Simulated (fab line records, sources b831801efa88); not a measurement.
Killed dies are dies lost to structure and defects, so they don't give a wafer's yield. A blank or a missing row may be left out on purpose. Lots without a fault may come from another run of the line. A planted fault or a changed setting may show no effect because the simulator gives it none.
Which tool did it? | flow gf180mcu | 13 lots, 38 wafers sampled, at 5 steps of a route of 602

WHAT THE GAUGES READ, wafer by wafer
GF_V1_RS_MEAS_24: measures by four-point-probe.
lot  | measured     | on            | V1_W_RS (ohm/sq)
L897 | day 18 05:31 | film_metro-01 | 0.328 0.327 0.330
L898 | day 18 10:05 | film_metro-01 | 0.325 0.326 0.327
L900 | day 19 08:11 | film_metro-03 | 0.322 0.323 0.324
L901 | day 19 09:20 | film_metro-03 | 0.329 0.330 0.331
L902 | day 19 22:43 | film_metro-01 | 0.330 0.329 0.335
L904 | day 20 14:36 | film_metro-01 | 0.326 0.325 0.329
L908 | day 22 12:56 | film_metro-03 | 0.325 0.326 0.339
L909 | day 23 03:29 | film_metro-03 | 0.331 0.340 0.331 0.339
L910 | day 23 08:35 | film_metro-04 | 0.329 0.342 0.340 0.329 0.342 0.341
L913 | day 24 03:27 | film_metro-03 | 0.336 0.331 0.336
L916 | day 24 23:08 | film_metro-03 | 0.328 0.326 0.328
L918 | day 25 10:58 | film_metro-01 | 0.325 0.327 0.327
L920 | day 25 23:19 | film_metro-03 | 0.330 0.331 0.329

GF_M2_THK_MEAS_06: measures by xrf.
lot  | measured     | on            | M2_ALCU_THK (nm)
L897 | day 18 06:20 | film_metro-03 | 457 454 460
L898 | day 18 10:54 | film_metro-02 | 456 458 453
L900 | day 19 08:59 | film_metro-02 | 461 464 470
L901 | day 19 10:10 | film_metro-03 | 459 462 457
L902 | day 19 23:53 | film_metro-02 | 462 460 472
L904 | day 20 15:25 | film_metro-03 | 448 447 449
L908 | day 22 13:46 | film_metro-02 | 454 453 456
L909 | day 23 14:20 | film_metro-04 | 461 463
L910 | day 23 10:38 | film_metro-02 | 461 457 462
L913 | day 24 04:16 | film_metro-03 | 455 457 457
L916 | day 25 00:15 | film_metro-04 | 451 449 450
L918 | day 25 11:47 | film_metro-02 | 461 455 460
L920 | day 26 00:07 | film_metro-02 | 459 460 462

WHICH TOOL RAN EACH LOT (tool, then ch and the chambers of the sampled wafers, then the start)
lot  | GF_V1_CVD_02                    | GF_V1_SPUTTER_21             | GF_V1_CVD_23
L897 | pecvd-02 ch 1,2, day 17 04:24   | pvd_sputter-03, day 18 05:17 | cvd_w-01 ch 0,1, day 18 05:23
L898 | pecvd-02 ch 0,1, day 17 08:46   | pvd_sputter-04, day 18 09:52 | cvd_w-01 ch 0,1, day 18 09:58
L900 | pecvd-04 ch 0,1,2, day 18 07:29 | pvd_sputter-03, day 19 07:56 | cvd_w-01 ch 0,1, day 19 08:02
L901 | pecvd-01 ch 0,1, day 18 08:22   | pvd_sputter-02, day 19 09:07 | cvd_w-02 ch 0,1, day 19 09:13
L902 | pecvd-02 ch 0,1,2, day 18 20:52 | pvd_sputter-02, day 19 22:29 | cvd_w-02 ch 0,1, day 19 22:35
L904 | pecvd-02 ch 0,2, day 19 13:59   | pvd_sputter-04, day 20 14:22 | cvd_w-01 ch 0,1, day 20 14:28
L908 | pecvd-01 ch 0,1, day 21 12:52   | pvd_sputter-03, day 22 12:44 | cvd_w-01 ch 0,1, day 22 12:50
L909 | pecvd-01 ch 1, day 22 03:16     | pvd_sputter-03, day 23 03:16 | cvd_w-01 ch 1, day 23 03:22
L910 | pecvd-01 ch 0,1, day 22 08:41   | pvd_sputter-03, day 23 08:22 | cvd_w-01 ch 0, day 23 08:28
L913 | pecvd-01 ch 0,1,2, day 23 03:42 | pvd_sputter-04, day 24 03:14 | cvd_w-02 ch 0,1, day 24 03:20
L916 | pecvd-01 ch 0,1,2, day 23 23:10 | pvd_sputter-03, day 24 22:55 | cvd_w-02 ch 0,1, day 24 23:01
L918 | pecvd-02 ch 0,1, day 24 11:54   | pvd_sputter-03, day 25 10:46 | cvd_w-01 ch 0,1, day 25 10:52
L920 | pecvd-02 ch 0,2, day 25 00:23   | pvd_sputter-03, day 25 23:05 | cvd_w-02 ch 0,1, day 25 23:11
- GF_V1_CVD_02: deposits SiO2 from TEOS, target thk 850 nm, time 94.851 s.
- GF_V1_SPUTTER_21: material Ti, target thk 15 nm, time 80.02 s.
- GF_V1_CVD_23: deposits W, target thk 350 nm, time 105.05 s.

WHAT THE TOOLS THEMSELVES READ (means of the sampled wafers that have a number; where no wafer has one, the mark that the record gives instead)
GF_V1_CVD_02.
lot  | tool     | heater_power_w (W) | rf_fwd_power_W (W)
L897 | pecvd-02 | 643                | 594.8
L898 | pecvd-02 | 719                | 597.2
L900 | pecvd-04 | 630                | 597.3
L901 | pecvd-01 | 624                | 596.4
L902 | pecvd-02 | 737                | 597.4
L904 | pecvd-02 | 665                | 597.9
L908 | pecvd-01 | 544                | 597.3
L909 | pecvd-01 | 472                | 597.5
L910 | pecvd-01 | 573                | 598.6
L913 | pecvd-01 | 540                | 597.7
L916 | pecvd-01 | 525                | 596.3
L918 | pecvd-02 | 734                | 596.9
L920 | pecvd-02 | 682                | 596.6

GF_V1_SPUTTER_21.
lot  | tool           | chamber_pressure_pa (Pa) | throttle_valve_pct (%)
L897 | pvd_sputter-03 | 4.993                    | 30.9
L898 | pvd_sputter-04 | 5.008                    | 30.9
L900 | pvd_sputter-03 | 4.997                    | 29.1
L901 | pvd_sputter-02 | 4.995                    | 30.3
L902 | pvd_sputter-02 | 4.986                    | 29.4
L904 | pvd_sputter-04 | 4.993                    | 30.8
L908 | pvd_sputter-03 | 4.995                    | 29.9
L909 | pvd_sputter-03 | 5.008                    | 31.3
L910 | pvd_sputter-03 | 5.003                    | 30.3
L913 | pvd_sputter-04 | 4.989                    | 30.9
L916 | pvd_sputter-03 | 4.994                    | 30.1
L918 | pvd_sputter-03 | 5.001                    | 29.1
L920 | pvd_sputter-03 | 5.002                    | 30.2

GF_V1_CVD_23.
lot  | tool     | heater_power_w (W)
L897 | cvd_w-01 | 993
L898 | cvd_w-01 | 919
L900 | cvd_w-01 | 985
L901 | cvd_w-02 | 679
L902 | cvd_w-02 | 677
L904 | cvd_w-01 | 990
L908 | cvd_w-01 | 991
L909 | cvd_w-01 | 1042
L910 | cvd_w-01 | 867
L913 | cvd_w-02 | 689
L916 | cvd_w-02 | 694
L918 | cvd_w-01 | 985
L920 | cvd_w-02 | 683

THE ANSWER, worked out from the rows above alone
Rule: what is usual is taken from the lots themselves. Put in order of their means at a reading, lots are off if they are a third of the lots or fewer, leave a main group of 4 or more, and stand apart from it by a gap of 3 or more times the standard deviation of the main group's means; of several such gaps the widest counts. A main group whose means are all the same, to the digits that the tables above print for the reading, isn't used. A lot without any number at a reading at which 4 lots or more have one is off too. The other lots that the step has rows for count as sound. The gauges are gone through in route order, then the tools' own readings, and for those a lot's mean is taken as printed above. The first step at which some lot is off is used, and at that step the reading that is off furthest; a lot without a number counts as furthest.
No lot is off at any reading shown: from this, nothing can be told.

WHAT THE SIMULATOR HAD PUT IN
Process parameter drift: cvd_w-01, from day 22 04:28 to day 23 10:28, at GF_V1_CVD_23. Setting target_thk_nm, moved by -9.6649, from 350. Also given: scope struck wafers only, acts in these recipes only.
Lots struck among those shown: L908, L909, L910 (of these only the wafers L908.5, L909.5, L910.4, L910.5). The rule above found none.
